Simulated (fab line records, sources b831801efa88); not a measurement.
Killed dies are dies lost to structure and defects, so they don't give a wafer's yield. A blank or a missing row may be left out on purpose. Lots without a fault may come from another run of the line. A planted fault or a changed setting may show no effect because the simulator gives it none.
Chamber matching | flow gf180mcu | GF_CONTACT_CMP_04 on cmp-01: 3 sister chambers
The step polishes SiO2. 20 wafers are shown with their chamber, then 9 later ones without.

WAFERS WITH THEIR CHAMBER
wafer  | chamber | motor_current_A (A) | time_to_endpoint_s (s)
L765.1 | 3       | 11.5                | 102
L765.2 | 2       | 11.8                | 109
L765.3 | 0       | 11.8                | 107
L767.2 | 3       | 12.7                | 101
L767.5 | 3       | 12.2                | 104
L767.6 | 2       | 12.9                | 107
L770.2 | 3       | 11.9                | 109
L770.3 | 0       | 11.3                | 112
L770.4 | 2       | 12.4                | 118
L778.1 | 2       | 13.2                | 108
L778.2 | 0       | 12.1                | 109
L778.6 | 0       | 11.1                | 117
L780.1 | 2       | 12.6                | 108
L780.2 | 3       | 12.4                | 108
L780.3 | 0       | 11.2                | 104
L781.4 | 3       | 12.2                | 111
L781.5 | 2       | 13.5                | 109
L781.6 | 3       | 12.1                | 115
L782.4 | 3       | 12.5                | 110
L782.5 | 3       | 11.6                | 110

SIGNATURES (means of the wafers above)
reading            | chamber 0 | chamber 2 | chamber 3 | scatter within a chamber
motor_current_A    | 11.500    | 12.733    | 12.122    | 0.476
time_to_endpoint_s | 109.80    | 109.83    | 107.78    | 4.53
Rule: a wafer's distance from a chamber is the root of the sum, over the readings, of the square of ((its reading less the chamber's mean) divided by the reading's scatter). The wafer belongs to the nearest chamber; if the next one is less than 2 further off, it can't be placed. The scatter: the root of (the sum of the squares of (reading less its chamber's mean) over the shown wafers, divided by (wafers less chambers)).

WAFERS WITHOUT THEIR CHAMBER
wafer  | motor_current_A (A) | time_to_endpoint_s (s)
L782.6 | 10.6                | 117
L783.2 | 11.5                | 114
L783.3 | 12.6                | 109
L783.6 | 12.4                | 121
L784.1 | 12.2                | 112
L784.5 | 12.1                | 111
L787.1 | 12.6                | 111
L787.2 | 11.9                | 110
L787.4 | 12.3                | 119

WHICH CHAMBER EACH WENT THROUGH
wafer  | from the rows above          | in truth
L782.6 | can't be placed: 0 or 3      | 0
L783.2 | can't be placed: 0 or 3 or 2 | 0
L783.3 | can't be placed: 2 or 3 or 0 | 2
L783.6 | can't be placed: 2 or 3 or 0 | 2
L784.1 | can't be placed: 3 or 2 or 0 | 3
L784.5 | can't be placed: 3 or 0 or 2 | 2
L787.1 | can't be placed: 2 or 3 or 0 | 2
L787.2 | can't be placed: 3 or 0 or 2 | 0
L787.4 | can't be placed: 2 or 3 or 0 | 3
Placed correctly: 0 of 9. Can't be placed from these rows: 9 (the true chamber is among the candidates in 9). Placed wrongly: 0.
